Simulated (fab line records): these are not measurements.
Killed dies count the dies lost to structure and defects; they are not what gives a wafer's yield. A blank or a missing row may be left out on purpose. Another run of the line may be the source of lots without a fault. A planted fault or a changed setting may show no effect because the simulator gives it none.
fab line records | flow sfq-line
record: lots: 5 | wafers: 23
route steps=325 shown L0@6 M0@29 I0@44 M1@59
start-h: hours from the record's opening day to when the first of the lot's shown wafers began | wait-h: hours elapsed since this lot's preceding step | " as in the row above | L1.1+2: several wafers, shown together as one row | - no value, or no start given | * or withheld: withheld | < > ~ a bound
route shown NAME@n: NAME is a module with steps in the file, n the number in the route of the first one | usual: mean and standard deviation over wafers with no fault | same: alike in all rows | chamber/n: place in a boat | sites: the reading at each site | _std_site: standard deviation across them | _edge_site: inner sites' mean taken away from outer sites' mean | radius-mm: for every site, how far away it sits from the centre of the wafer | mask NAME#n: copy n | behind: tool/chamber where the wafer was last shaped | hold: what put the lot on hold/how long, in hours/how the hold closed | device: transistor that didn't switch, given as n, p or np | end of line: at the end of the route, the tests of the same wafers | a step with no rows: only its recipe | killed: at the first sort, the dies lost to defects and structure; wafer yield is something else | map: per-die view of a wafer (x killed, . not killed, _ where there is no die)
set.NAME: the run value of the setting; set.NAME@STEP: its run value at that earlier step | model.NAME: the simulator's own value behind a step, which no gauge read
lots with deliberately changed settings; one table per step, one row per wafer
== steps ==
step: SFQ_TRILAYER_L0_LITHO_COAT_010
recipe: resist: BARC | spin-rpm: 3000 | resist-thk-nm: 62
lot.wafer | tool           | chamber | start-h | wait-h | set.resist-thk-nm | model.BARC_of_TRILAYER_L0_LITHO_COAT_010.thk-nm
L076.1+2  | litho-track-04 | 0       | 22.74   | 0.1    | 63.69             | 63.54
L076.3    | "              | 0       | "       | "      | 62                | 61.77
L076.4    | "              | 0       | "       | "      | 63.69             | 63.74
L076.5    | "              | 0       | "       | "      | 62                | 61.74
L079.1    | litho-track-03 | 0       | 37.74   | 0.1    | 62                | 62.04
L079.2    | "              | 0       | "       | "      | 58.72             | 58.79
L079.4    | "              | 0       | "       | "      | 62                | 62.06
L079.5    | "              | 0       | "       | "      | 58.72             | 58.76
L079.6    | "              | 0       | "       | "      | 58.72             | 58.74
L080.1    | litho-track-03 | 0       | 42.74   | 0.1    | 64.98             | 64.92
L080.2    | "              | 0       | "       | "      | 62                | 61.72
L080.3    | "              | 0       | "       | "      | 64.98             | 64.96
L080.4    | "              | 0       | "       | "      | 62                | 61.85
L080.6    | "              | 0       | "       | "      | 64.98             | 64.89
L083.1    | litho-track-04 | 0       | 57.74   | 0.1    | 62                | 62.03
L083.5    | "              | 0       | "       | "      | 62                | 61.7
L083.6    | "              | 0       | "       | "      | 62                | 61.88
L085.2    | litho-track-03 | 0       | 67.79   | 0.1    | 62                | 62.15
L085.3    | "              | 0       | "       | "      | 58.55             | 58.66
L085.4    | "              | 0       | "       | "      | 58.55             | 58.74
L085.5    | "              | 0       | "       | "      | 58.55             | 58.7
L085.6    | "              | 0       | "       | "      | 62                | 62.09
step: SFQ_TRILAYER_L0_LITHO_COAT_005
recipe: resist: KrF | spin-rpm: 3000 | resist-thk-nm: 600
lot.wafer | tool           | chamber | start-h | wait-h | set.spin-rpm | model.KrF_of_TRILAYER_L0_LITHO_COAT_005.thk-nm
L076.1    | litho-track-04 | 0       | 23.04   | 0.2    | 3000         | 599.9
L076.2    | "              | 0       | "       | "      | 3165         | 584.4
L076.3    | "              | 0       | "       | "      | 3165         | 583.4
L076.4    | "              | 0       | "       | "      | 3165         | 585.4
L076.5    | "              | 0       | "       | "      | 3000         | 598.3
L079.1    | litho-track-03 | 0       | 38.04   | 0.2    | 3000         | 601.4
L079.2    | "              | 0       | "       | "      | 3000         | 600.1
L079.4    | "              | 0       | "       | "      | 3086         | 592.4
L079.5    | "              | 0       | "       | "      | 3086         | 591.9
L079.6    | "              | 0       | "       | "      | 3086         | 593.8
L080.1    | litho-track-03 | 0       | 43.04   | 0.2    | 2826         | 621.3
L080.2    | "              | 0       | "       | "      | 3000         | 601.6
L080.3    | "              | 0       | "       | "      | 3000         | 603.1
L080.4    | "              | 0       | "       | "      | 3000         | 602.4
L080.6    | "              | 0       | "       | "      | 2826         | 621.8
L083.1    | litho-track-04 | 0       | 58.04   | 0.2    | 3000         | 601.6
L083.5    | "              | 0       | "       | "      | 3000         | 598.4
L083.6    | "              | 0       | "       | "      | 3000         | 598.6
L085.2    | litho-track-03 | 0       | 68.09   | 0.2    | 3000         | 600.5
L085.3    | "              | 0       | "       | "      | 3000         | 597.1
L085.4    | "              | 0       | "       | "      | 3000         | 598.4
L085.5    | "              | 0       | "       | "      | 2926         | 606.8
L085.6    | "              | 0       | "       | "      | 2926         | 607.1
step: SFQ_TRILAYER_L0_LITHO_SOFTBAKE_009
recipe: temp-c: withheld | time-s: withheld | resist: KrF
step: SFQ_TRILAYER_L0_LITHO_EXPOSE_006
recipe: mask-id: L0 | na: 0.6 | source-shape: conventional | sigma-outer: 0.65 | target-cd-nm: 2000 | dose-mj: 14.4
step: SFQ_TRILAYER_L0_LITHO_PEB_008
recipe: peb-temp-c: 115 | peb-time-s: 60 | resist: KrF
step: SFQ_TRILAYER_L0_LITHO_DEVELOP_007
recipe: time-s: 60 | resist: KrF
step: SFQ_TRILAYER_L0_BARC_OPEN_METAL_ETCH_010
recipe: mask-material: PR | chemistry: O2 | target-depth-nm: 125 | target: BARC | icp-w: 600 | bias-w: 80 | pressure-mtorr: 10 | time-s: 41.7
usual: oes-product-au: 0.685/0.0049
lot.wafer | tool         | chamber | start-h | wait-h | set.resist-thk-nm@TRILAYER_L0_LITHO_COAT_010 | oes-product-au
L076.1    | rie-metal-04 | 1       | 38.81   | 0.1    | 63.69                                        | 0.688
L076.2    | "            | 1       | "       | "      | 63.69                                        | 0.688
L076.3    | "            | 1       | "       | "      | 62                                           | 0.685
L076.4    | "            | 1       | "       | "      | 63.69                                        | 0.688
L076.5    | "            | 1       | "       | "      | 62                                           | 0.682
L079.1    | rie-metal-04 | 1       | 52.76   | 0.1    | 62                                           | 0.693
L079.2    | "            | 0       | "       | "      | 58.72                                        | 0.669
L079.4    | "            | 1       | "       | "      | 62                                           | 0.687
L079.5    | "            | 0       | "       | "      | 58.72                                        | 0.675
L079.6    | "            | 1       | "       | "      | 58.72                                        | 0.667
L080.1    | rie-metal-04 | 0       | 57.56   | 0.1    | 64.98                                        | 0.696
L080.2    | "            | 1       | "       | "      | 62                                           | 0.683
L080.3    | "            | 1       | "       | "      | 64.98                                        | 0.699
L080.4    | "            | 0       | "       | "      | 62                                           | 0.686
L080.6    | "            | 1       | "       | "      | 64.98                                        | 0.702
L083.1    | rie-metal-01 | 0       | 70.56   | 0.1    | 62                                           | 0.684
L083.5    | "            | 1       | "       | "      | 62                                           | 0.684
L083.6    | "            | 0       | "       | "      | 62                                           | 0.681
L085.2    | rie-metal-01 | 1       | 80.16   | 0.1    | 62                                           | 0.685
L085.3    | "            | 0       | "       | "      | 58.55                                        | 0.678
L085.4    | "            | 1       | "       | "      | 58.55                                        | 0.666
L085.5    | "            | 1       | "       | "      | 58.55                                        | 0.666
L085.6    | "            | 0       | "       | "      | 62                                           | 0.680
step: SFQ_TRILAYER_M0_DEP_SPUTTER_019
recipe: material: Nb | base-pressure-pa: 1.33e-06 | chamber-pressure-pa: 0.1333 | substrate-temp-c: 20 | resputter-cathode-voltage-v: 400 | target-thk-nm: 200 | power-w: 2000 | time-s: 133.3
lot.wafer | tool           | chamber | start-h | wait-h | set.power-w | model.Nb_of_TRILAYER_M0_DEP_SPUTTER_019.thk-nm
L076.1    | pvd-sputter-04 | -       | 107.03  | 0.0    | 2000        | 201.5
L076.2    | "              | -       | "       | "      | 2000        | 200.7
L076.3    | "              | -       | "       | "      | 2130        | 212.2
L076.4    | "              | -       | "       | "      | 2130        | 216.3
L076.5    | "              | -       | "       | "      | 2130        | 212.3
L079.1    | pvd-sputter-04 | -       | 121.43  | 0.0    | 2143        | 213.1
L079.2    | "              | -       | "       | "      | 2143        | 213.8
L079.4    | "              | -       | "       | "      | 2143        | 212.7
L079.5    | "              | -       | "       | "      | 2000        | 199.3
L079.6    | "              | -       | "       | "      | 2000        | 198.6
L080.1    | pvd-sputter-06 | -       | 123.83  | 0.0    | 2000        | 200.1
L080.2    | "              | -       | "       | "      | 2000        | 201.3
L080.3    | "              | -       | "       | "      | 2000        | 204
L080.4    | "              | -       | "       | "      | 2235        | 224
L080.6    | "              | -       | "       | "      | 2235        | 224.2
L083.1    | pvd-sputter-06 | -       | 139.43  | 0.0    | 2000        | 200.2
L083.5    | "              | -       | "       | "      | 2000        | 198.2
L083.6    | "              | -       | "       | "      | 2000        | 198.3
L085.2    | pvd-sputter-05 | -       | 147.83  | 0.0    | 2000        | 200.1
L085.3    | "              | -       | "       | "      | 2000        | 201
L085.4    | "              | -       | "       | "      | 2000        | 200.4
L085.5    | "              | -       | "       | "      | 2000        | 200.5
L085.6    | "              | -       | "       | "      | 2000        | 201.1
step: SFQ_M0_RS_MEAS_904
recipe: thk-meas-gauge: four-point-probe | reads: Nb_of_TRILAYER_M0_DEP_SPUTTER_019
usual: M0_NB_RS: 0.891/0.01
lot.wafer | tool          | chamber | start-h | wait-h | set.power-w@TRILAYER_M0_DEP_SPUTTER_019 | M0_NB_RS[ohm/sq]
L076.1    | film-metro-02 | -       | 107.13  | 0.0    | 2000                                    | 0.881
L076.2    | "             | -       | "       | "      | 2000                                    | 0.886
L076.3    | "             | -       | "       | "      | 2130                                    | 0.837
L076.4    | "             | -       | "       | "      | 2130                                    | 0.821
L076.5    | "             | -       | "       | "      | 2130                                    | 0.836
L079.1    | film-metro-01 | -       | 121.53  | 0.0    | 2143                                    | 0.835
L079.2    | "             | -       | "       | "      | 2143                                    | 0.834
L079.4    | "             | -       | "       | "      | 2143                                    | 0.834
L079.5    | "             | -       | "       | "      | 2000                                    | 0.894
L079.6    | "             | -       | "       | "      | 2000                                    | 0.896
L080.1    | film-metro-01 | -       | 123.93  | 0.0    | 2000                                    | 0.890
L080.2    | "             | -       | "       | "      | 2000                                    | 0.884
L080.3    | "             | -       | "       | "      | 2000                                    | 0.872
L080.4    | "             | -       | "       | "      | 2235                                    | 0.794
L080.6    | "             | -       | "       | "      | 2235                                    | 0.794
L083.1    | film-metro-03 | -       | 139.53  | 0.0    | 2000                                    | 0.889
L083.5    | "             | -       | "       | "      | 2000                                    | 0.897
L083.6    | "             | -       | "       | "      | 2000                                    | 0.897
L085.2    | film-metro-02 | -       | 147.95  | 0.1    | 2000                                    | 0.889
L085.3    | "             | -       | "       | "      | 2000                                    | 0.885
L085.4    | "             | -       | "       | "      | 2000                                    | 0.886
L085.5    | "             | -       | "       | "      | 2000                                    | 0.886
L085.6    | "             | -       | "       | "      | 2000                                    | 0.884
step: SFQ_TRILAYER_M0_LITHO_COAT_026
recipe: resist: BARC | spin-rpm: 3000 | resist-thk-nm: 62
lot.wafer | tool           | chamber | start-h | wait-h | set.spin-rpm | model.BARC_of_TRILAYER_M0_LITHO_COAT_026.thk-nm
L076.1    | litho-track-04 | 0       | 107.31  | 0.1    | 3000         | 61.92
L076.2    | "              | 0       | "       | "      | 3000         | 61.85
L076.3    | "              | 0       | "       | "      | 3000         | 62.06
L076.4+5  | "              | 0       | "       | "      | 3000         | 61.98
L079.1    | litho-track-01 | 0       | 121.71  | 0.1    | 3000         | 62.16
L079.2    | "              | 0       | "       | "      | 3153         | 60.85
L079.4    | "              | 0       | "       | "      | 3000         | 62.14
L079.5    | "              | 0       | "       | "      | 3000         | 62.26
L079.6    | "              | 0       | "       | "      | 3153         | 60.52
L080.1+3  | litho-track-04 | 0       | 124.11  | 0.1    | 3000         | 62.02
L080.2    | "              | 0       | "       | "      | 3064         | 61.44
L080.4    | "              | 0       | "       | "      | 3000         | 62.16
L080.6    | "              | 0       | "       | "      | 3064         | 61.3
L083.1    | litho-track-02 | 0       | 139.71  | 0.1    | 3000         | 61.65
L083.5    | "              | 0       | "       | "      | 3000         | 61.53
L083.6    | "              | 0       | "       | "      | 3000         | 61.42
L085.2    | litho-track-04 | 0       | 148.16  | 0.1    | 3000         | 61.81
L085.3    | "              | 0       | "       | "      | 2813         | 64.08
L085.4    | "              | 0       | "       | "      | 2813         | 63.98
L085.5    | "              | 0       | "       | "      | 3000         | 62.05
L085.6    | "              | 0       | "       | "      | 2813         | 63.88
step: SFQ_TRILAYER_M0_LITHO_COAT_021
recipe: resist: KrF | spin-rpm: 3000 | resist-thk-nm: 600
step: SFQ_TRILAYER_M0_LITHO_SOFTBAKE_025
recipe: temp-c: withheld | time-s: withheld | resist: KrF
step: SFQ_TRILAYER_M0_BARC_OPEN_METAL_ETCH_031
recipe: mask-material: PR | chemistry: O2 | target-depth-nm: 125 | target: BARC | icp-w: 600 | bias-w: 80 | pressure-mtorr: 10 | time-s: 41.7
step: SFQ_TRILAYER_M0_ETCH_METAL_ETCH_024
recipe: target: Nb | stop-on: SiO2 | mask-material: PR | chemistry: Cl2/Ar | target-depth-nm: 240 | icp-w: 600 | bias-w: 80 | pressure-mtorr: 10 | time-s: 120
usual: oes-product-au: 0.893/0.0074
lot.wafer | tool         | chamber | start-h | wait-h | set.power-w@TRILAYER_M0_DEP_SPUTTER_019 | oes-product-au
L076.1    | rie-metal-03 | 0       | 185.63  | 0.0    | 2000                                    | 0.895
L076.2    | "            | 1       | "       | "      | 2000                                    | 0.892
L076.3    | "            | 1       | "       | "      | 2130                                    | 0.922
L076.4    | "            | 0       | "       | "      | 2130                                    | 0.936
L076.5    | "            | 1       | "       | "      | 2130                                    | 0.927
L079.1    | rie-metal-03 | 0       | 215.36  | 0.0    | 2143                                    | 0.928
L079.2    | "            | 1       | "       | "      | 2143                                    | 0.933
L079.4    | "            | 0       | "       | "      | 2143                                    | 0.927
L079.5    | "            | 0       | "       | "      | 2000                                    | 0.891
L079.6    | "            | 1       | "       | "      | 2000                                    | 0.884
L080.1    | rie-metal-04 | 1       | 221.36  | 0.0    | 2000                                    | 0.902
L080.2    | "            | 0       | "       | "      | 2000                                    | 0.896
L080.3    | "            | 0       | "       | "      | 2000                                    | 0.910
L080.4    | "            | 1       | "       | "      | 2235                                    | 0.946
L080.6    | "            | 1       | "       | "      | 2235                                    | 0.956
L083.1    | rie-metal-04 | 1       | 241.15  | 0.0    | 2000                                    | 0.904
L083.5    | "            | 0       | "       | "      | 2000                                    | 0.887
L083.6    | "            | 1       | "       | "      | 2000                                    | 0.884
L085.2    | rie-metal-03 | 0       | 250.75  | 0.0    | 2000                                    | 0.887
L085.3    | "            | 1       | "       | "      | 2000                                    | 0.892
L085.4    | "            | 0       | "       | "      | 2000                                    | 0.903
L085.5    | "            | 1       | "       | "      | 2000                                    | 0.889
L085.6    | "            | 0       | "       | "      | 2000                                    | 0.902
step: SFQ_TRILAYER_I0_CMP_CMP_028
recipe: material: SiO2 | down-force-psi: 3 | platen-rpm: 60 | pad-velocity-m-s: 0.94248
lot.wafer | tool   | chamber | start-h | wait-h | set.leave-above-ref-nm | model.SiO2_of_TRILAYER_I0_DEP_PECVD_027.thk-nm
L076.2    | cmp-01 | 3       | 192.24  | 5.7    | 190.9                  | 191.4
L076.3    | "      | 0       | "       | "      | 200                    | 200.7
L076.4    | "      | 1       | "       | "      | 190.9                  | 191.1
L076.1    | "      | 2       | "       | "      | 190.9                  | 192.6
L076.5    | "      | 3       | "       | "      | 200                    | 200.5
L079.4    | cmp-02 | 3       | 216.40  | 0.1    | 200                    | 199.6
L079.1    | "      | 0       | "       | "      | 212.2                  | 213
L079.2    | "      | 1       | "       | "      | 212.2                  | 213.3
L079.5    | "      | 3       | 218.40  | 2.1    | 212.2                  | 213.1
L079.6    | "      | 0       | "       | "      | 200                    | 200.8
L080.3    | cmp-02 | 0       | 222.35  | 0.0    | 200                    | 199.5
L080.2+1  | "      | 1,2     | "       | "      | 200                    | 200
L080.4    | "      | 3       | 223.85  | 1.5    | 200                    | 198.5
L080.6    | "      | 0       | "       | "      | 200                    | 199.3
L083.1    | cmp-01 | 3       | 243.96  | 1.9    | 200                    | 200.4
L083.5    | "      | 3       | 245.96  | 3.8    | 200                    | 200.7
L083.6    | "      | 0       | "       | "      | 200                    | 201.6
L085.3    | cmp-02 | 3       | 254.12  | 2.4    | 200                    | 201.4
L085.4    | "      | 0       | "       | "      | 200                    | 201.3
L085.2    | "      | 1       | "       | "      | 200                    | 201.7
L085.6    | "      | 3       | 256.12  | 4.4    | 200                    | 202.2
L085.5    | "      | 0       | "       | "      | 200                    | 202.6
step: SFQ_TRILAYER_I0_METRO_MEASURE_029
usual: thk-nm: 200.5/1
lot.wafer | tool          | chamber | start-h | wait-h | set.leave-above-ref-nm@TRILAYER_I0_CMP_CMP_028 | thk-nm
L076.1    | film-metro-03 | -       | 195.36  | 0.1    | 190.9                                          | 192.6
L076.2    | "             | -       | "       | "      | 190.9                                          | 191.4
L076.3    | "             | -       | "       | "      | 200                                            | 200.5
L076.4    | "             | -       | "       | "      | 190.9                                          | 191.1
L076.5    | "             | -       | "       | "      | 200                                            | 200.5
L079.1    | film-metro-01 | -       | 219.52  | 0.1    | 212.2                                          | 213.0
L079.2    | "             | -       | "       | "      | 212.2                                          | 213.3
L079.4    | "             | -       | "       | "      | 200                                            | 199.5
L079.5    | "             | -       | "       | "      | 212.2                                          | 213.1
L079.6    | "             | -       | "       | "      | 200                                            | 200.8
L080.1    | film-metro-03 | -       | 225.47  | 0.1    | 200                                            | 200.1
L080.2    | "             | -       | "       | "      | 200                                            | 200.1
L080.3    | "             | -       | "       | "      | 200                                            | 199.4
L080.4    | "             | -       | "       | "      | 200                                            | 198.5
L080.6    | "             | -       | "       | "      | 200                                            | 199.3
L083.1    | film-metro-03 | -       | 247.08  | 0.1    | 200                                            | 200.5
L083.5    | "             | -       | "       | "      | 200                                            | 200.7
L083.6    | "             | -       | "       | "      | 200                                            | 201.5
L085.2    | film-metro-04 | -       | 257.44  | 0.3    | 200                                            | 201.6
L085.3    | "             | -       | "       | "      | 200                                            | 201.5
L085.4    | "             | -       | "       | "      | 200                                            | 201.5
L085.5    | "             | -       | "       | "      | 200                                            | 202.7
L085.6    | "             | -       | "       | "      | 200                                            | 202.1
step: SFQ_TRILAYER_I0_VIA_LITHO_PEB_034
recipe: peb-temp-c: 115 | peb-time-s: 60 | resist: KrF
lot.wafer      | tool           | chamber | start-h | wait-h | set.peb-time-s
L076.1+2+3+4+5 | litho-track-04 | 0       | 314.17  | 1.0    | 60
L079.1+2+6     | litho-track-04 | 0       | 340.29  | 1.0    | 60
L079.4+5       | "              | 0       | "       | "      | 55.65
L080.1+6       | litho-track-04 | 0       | 343.89  | 1.0    | 60
L080.2+3+4     | "              | 0       | "       | "      | 57.71
L083.1+5+6     | litho-track-03 | 0       | 363.09  | 1.0    | 60
L085.2+4+5     | litho-track-03 | 0       | 369.12  | 0.8    | 51.4
L085.3+6       | "              | 0       | "       | "      | 60
step: SFQ_TRILAYER_I0_VIA_LITHO_DEVELOP_033
recipe: time-s: 60 | resist: KrF
step: SFQ_TRILAYER_I0_VIA_BARC_OPEN_VIA_ETCH_046
recipe: mask-material: PR | chemistry: O2 | target-depth-nm: 125 | target: BARC | source-w: 500 | bias-w: 80 | pressure-mtorr: 30 | time-s: 43.31
lot.wafer | tool        | chamber | start-h | wait-h | set.peb-time-s@TRILAYER_I0_VIA_LITHO_PEB_034 | model.I0.cd-nm
L076.1    | rie-diel-01 | 1       | 314.50  | 0.0    | 60                                           | 498.9
L076.2+5  | "           | 2,3     | "       | "      | 60                                           | 501.1
L076.3    | "           | 3       | "       | "      | 60                                           | 501.3
L076.4    | "           | 0       | "       | "      | 60                                           | 500.9
L079.1    | rie-diel-03 | 0       | 340.63  | 0.0    | 60                                           | 500
L079.2    | "           | 3       | "       | "      | 60                                           | 499.4
L079.4    | "           | 2       | "       | "      | 55.65                                        | 489.3
L079.5    | "           | 3       | "       | "      | 55.65                                        | 489.8
L079.6    | "           | 0       | "       | "      | 60                                           | 500.1
L080.1    | rie-diel-03 | 3       | 344.23  | 0.0    | 60                                           | 499.8
L080.2    | "           | 0       | "       | "      | 57.71                                        | 495
L080.3    | "           | 2       | "       | "      | 57.71                                        | 495.8
L080.4    | "           | 0       | "       | "      | 57.71                                        | 495.1
L080.6    | "           | 2       | "       | "      | 60                                           | 501.3
L083.1    | rie-diel-01 | 3       | 363.43  | 0.0    | 60                                           | 501
L083.5    | "           | 2       | "       | "      | 60                                           | 503.2
L083.6    | "           | 1       | "       | "      | 60                                           | 498.3
L085.2    | rie-diel-03 | 2       | 369.43  | 0.0    | 51.4                                         | 477.4
L085.3    | "           | 0       | "       | "      | 60                                           | 502.7
L085.4    | "           | 3       | "       | "      | 51.4                                         | 477.5
L085.5    | "           | 3       | "       | "      | 51.4                                         | 476.6
L085.6    | "           | 0       | "       | "      | 60                                           | 502.1
step: SFQ_TRILAYER_I0_VIA_ETCH_VIA_ETCH_034
recipe: target: SiO2 | stop-on: Nb | mask-material: PR | taper-deg: 20 | chemistry: CHF3 | target-depth-nm: 260 | source-w: 500 | bias-w: 80 | pressure-mtorr: 30 | time-s: withheld
usual: oes-product-au: 0.856/0.0042
lot.wafer | tool        | chamber | start-h | wait-h | set.leave-above-ref-nm@TRILAYER_I0_CMP_CMP_028 | set.peb-time-s@TRILAYER_I0_VIA_LITHO_PEB_034 | oes-product-au | model.I0.cd-nm | model.I0.feature-depth-nm
L076.1    | rie-diel-01 | 1       | 314.54  | 0.0    | 190.9                                          | *                                            | 0.837          | 498.8          | 192.6
L076.2    | "           | 2       | "       | "      | 190.9                                          | *                                            | 0.831          | 499.2          | 191.4
L076.3    | "           | 3       | "       | "      | 200                                            | *                                            | 0.857          | 498.6          | 200.6
L076.4    | "           | 0       | "       | "      | 190.9                                          | *                                            | 0.833          | 501.1          | 191.1
L076.5    | "           | 3       | "       | "      | 200                                            | *                                            | 0.862          | 499.1          | 200.5
L079.1    | rie-diel-03 | 0       | 340.67  | 0.0    | 212.2                                          | *                                            | 0.880          | 501.4          | 213
L079.2    | "           | 3       | "       | "      | 212.2                                          | *                                            | 0.888          | 501            | 213.3
L079.4    | "           | 2       | "       | "      | 200                                            | *                                            | 0.852          | 489.6          | 199.6
L079.5    | "           | 3       | "       | "      | 212.2                                          | *                                            | 0.881          | 492.2          | 213
L079.6    | "           | 0       | "       | "      | 200                                            | *                                            | 0.859          | 499.9          | 200.8
L080.1    | rie-diel-03 | 3       | 344.27  | 0.0    | 200                                            | *                                            | 0.844          | 502.8          | 200
L080.2    | "           | 0       | "       | "      | 200                                            | *                                            | 0.856          | 494.5          | 199.9
L080.3    | "           | 2       | "       | "      | 200                                            | *                                            | 0.852          | 495.1          | 199.5
L080.4    | "           | 0       | "       | "      | 200                                            | *                                            | 0.848          | 495.4          | 198.5
L080.6    | "           | 2       | "       | "      | 200                                            | *                                            | 0.859          | 502            | 199.3
L083.1    | rie-diel-01 | 3       | 363.47  | 0.0    | 200                                            | *                                            | 0.860          | 498.2          | 200.4
L083.5    | "           | 2       | "       | "      | 200                                            | *                                            | 0.851          | 500.1          | 200.6
L083.6    | "           | 1       | "       | "      | 200                                            | *                                            | 0.854          | 497.5          | 201.6
L085.2    | rie-diel-03 | 2       | 369.47  | 0.0    | 200                                            | *                                            | 0.856          | 477.7          | 201.7
L085.3    | "           | 0       | "       | "      | 200                                            | *                                            | 0.857          | 502.8          | 201.3
L085.4    | "           | 3       | "       | "      | 200                                            | *                                            | 0.850          | 480.3          | 201.3
L085.5    | "           | 3       | "       | "      | 200                                            | *                                            | 0.856          | 478.9          | 202.6
L085.6    | "           | 0       | "       | "      | 200                                            | *                                            | 0.865          | 502.6          | 202.1
step: SFQ_TRILAYER_M1_DEP_SPUTTER_037
recipe: material: Nb | base-pressure-pa: 1.33e-06 | chamber-pressure-pa: 0.1333 | substrate-temp-c: 20 | resputter-cathode-voltage-v: 400 | target-thk-nm: 200 | power-w: 2000 | time-s: 133.3
lot.wafer | tool           | chamber | start-h | wait-h | set.time-s | model.Nb_of_TRILAYER_M1_DEP_SPUTTER_037.thk-nm
L076.1    | pvd-sputter-05 | -       | 315.46  | 0.0    | 127.4      | 185.7
L076.2    | "              | -       | "       | "      | 133.3      | 196.1
L076.3+5  | "              | -       | "       | "      | 133.3      | 198.6
L076.4    | "              | -       | "       | "      | 127.4      | 188.4
L079.1    | pvd-sputter-06 | -       | 341.59  | 0.0    | 115.9      | 174.2
L079.2    | "              | -       | "       | "      | 133.3      | 197.7
L079.4    | "              | -       | "       | "      | 133.3      | 197.4
L079.5    | "              | -       | "       | "      | 115.9      | 176.8
L079.6    | "              | -       | "       | "      | 133.3      | 198.1
L080.1    | pvd-sputter-05 | -       | 345.19  | 0.0    | 133.3      | 197.7
L080.2    | "              | -       | "       | "      | 115.3      | 170.1
L080.3+6  | "              | -       | "       | "      | 133.3      | 198.9
L080.4    | "              | -       | "       | "      | 115.3      | 170.2
L083.1    | pvd-sputter-03 | -       | 364.39  | 0.0    | 133.3      | 197.8
L083.5    | "              | -       | "       | "      | 133.3      | 198.9
L083.6    | "              | -       | "       | "      | 133.3      | 197.7
L085.2    | pvd-sputter-05 | -       | 370.39  | 0.0    | 122        | 178.8
L085.3    | "              | -       | "       | "      | 122        | 182.7
L085.4    | "              | -       | "       | "      | 122        | 180.6
L085.5    | "              | -       | "       | "      | 133.3      | 199.8
L085.6    | "              | -       | "       | "      | 133.3      | 194.2
step: SFQ_M1_RS_MEAS_909
recipe: thk-meas-gauge: four-point-probe | reads: Nb_of_TRILAYER_M1_DEP_SPUTTER_037
usual: M1_NB_RS: 0.896/0.0092
lot.wafer | tool          | chamber | start-h | wait-h | set.time-s@TRILAYER_M1_DEP_SPUTTER_037 | M1_NB_RS[ohm/sq]
L076.1    | film-metro-04 | -       | 315.55  | 0.0    | 127.4                                  | 0.957
L076.2    | "             | -       | "       | "      | 133.3                                  | 0.905
L076.3    | "             | -       | "       | "      | 133.3                                  | 0.895
L076.4    | "             | -       | "       | "      | 127.4                                  | 0.944
L076.5    | "             | -       | "       | "      | 133.3                                  | 0.897
L079.1    | film-metro-02 | -       | 341.68  | 0.0    | 115.9                                  | 1.023
L079.2    | "             | -       | "       | "      | 133.3                                  | 0.899
L079.4    | "             | -       | "       | "      | 133.3                                  | 0.903
L079.5    | "             | -       | "       | "      | 115.9                                  | 1.008
L079.6    | "             | -       | "       | "      | 133.3                                  | 0.899
L080.1    | film-metro-04 | -       | 345.28  | 0.0    | 133.3                                  | 0.898
L080.2    | "             | -       | "       | "      | 115.3                                  | 1.045
L080.3    | "             | -       | "       | "      | 133.3                                  | 0.894
L080.4    | "             | -       | "       | "      | 115.3                                  | 1.046
L080.6    | "             | -       | "       | "      | 133.3                                  | 0.892
L083.1    | film-metro-01 | -       | 364.48  | 0.0    | 133.3                                  | 0.899
L083.5    | "             | -       | "       | "      | 133.3                                  | 0.895
L083.6    | "             | -       | "       | "      | 133.3                                  | 0.899
L085.2    | film-metro-04 | -       | 370.50  | 0.1    | 122                                    | 0.996
L085.3    | "             | -       | "       | "      | 122                                    | 0.974
L085.4    | "             | -       | "       | "      | 122                                    | 0.986
L085.5    | "             | -       | "       | "      | 133.3                                  | 0.891
L085.6    | "             | -       | "       | "      | 133.3                                  | 0.915
== key ==
split: step: SFQ_TRILAYER_L0_LITHO_COAT_010 | setting: resist-thk-nm | stated: 62 | by: wafer
response: step: SFQ_TRILAYER_L0_LITHO_COAT_010 | reading: model.BARC_of_TRILAYER_L0_LITHO_COAT_010.thk-nm | change: +0.632 | per: 1% | r: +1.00
response: step: SFQ_TRILAYER_L0_BARC_OPEN_METAL_ETCH_010 | reading: oes-product-au | change: +0.00289 | per: 1% | r: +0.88
split: step: SFQ_TRILAYER_L0_LITHO_COAT_005 | setting: spin-rpm | stated: 3000 | by: wafer
response: step: SFQ_TRILAYER_L0_LITHO_COAT_005 | reading: model.KrF_of_TRILAYER_L0_LITHO_COAT_005.thk-nm | change: -3.01 | per: 1% | r: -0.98
split: step: SFQ_TRILAYER_M0_DEP_SPUTTER_019 | setting: power-w | stated: 2000 | by: wafer
response: step: SFQ_TRILAYER_M0_DEP_SPUTTER_019 | reading: model.Nb_of_TRILAYER_M0_DEP_SPUTTER_019.thk-nm | change: +1.92 | per: 1% | r: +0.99
response: step: SFQ_M0_RS_MEAS_904 | reading: M0_NB_RS | change: -0.00779 | per: 1% | r: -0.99
response: step: SFQ_TRILAYER_M0_ETCH_METAL_ETCH_024 | reading: oes-product-au | change: +0.0047 | per: 1% | r: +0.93
split: step: SFQ_TRILAYER_M0_LITHO_COAT_026 | setting: spin-rpm | stated: 3000 | by: wafer
response: step: SFQ_TRILAYER_M0_LITHO_COAT_026 | reading: model.BARC_of_TRILAYER_M0_LITHO_COAT_026.thk-nm | change: -0.316 | per: 1% | r: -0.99
split: step: SFQ_TRILAYER_I0_CMP_CMP_028 | setting: leave-above-ref-nm | stated: 200 | by: wafer
response: step: SFQ_TRILAYER_I0_CMP_CMP_028 | reading: model.SiO2_of_TRILAYER_I0_DEP_PECVD_027.thk-nm | change: +2.06 | per: 1% | r: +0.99
response: step: SFQ_TRILAYER_I0_METRO_MEASURE_029 | reading: thk-nm | change: +2.06 | per: 1% | r: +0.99
response: step: SFQ_TRILAYER_I0_VIA_ETCH_VIA_ETCH_034 | reading: oes-product-au | change: +0.00494 | per: 1% | r: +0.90
response: step: SFQ_TRILAYER_I0_VIA_ETCH_VIA_ETCH_034 | reading: model.I0.feature-depth-nm | change: +2.06 | per: 1% | r: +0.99
split: step: SFQ_TRILAYER_I0_VIA_LITHO_PEB_034 | setting: peb-time-s | stated: 60 | by: wafer
response: step: SFQ_TRILAYER_I0_VIA_BARC_OPEN_VIA_ETCH_046 | reading: model.I0.cd-nm | change: +1.68 | per: 1% | r: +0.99
response: step: SFQ_TRILAYER_I0_VIA_ETCH_VIA_ETCH_034 | reading: model.I0.cd-nm | change: +1.61 | per: 1% | r: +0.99
split: step: SFQ_TRILAYER_M1_DEP_SPUTTER_037 | setting: time-s | stated: 133.3 | by: wafer
response: step: SFQ_TRILAYER_M1_DEP_SPUTTER_037 | reading: model.Nb_of_TRILAYER_M1_DEP_SPUTTER_037.thk-nm | change: +1.94 | per: 1% | r: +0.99
response: step: SFQ_M1_RS_MEAS_909 | reading: M1_NB_RS | change: -0.01 | per: 1% | r: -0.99
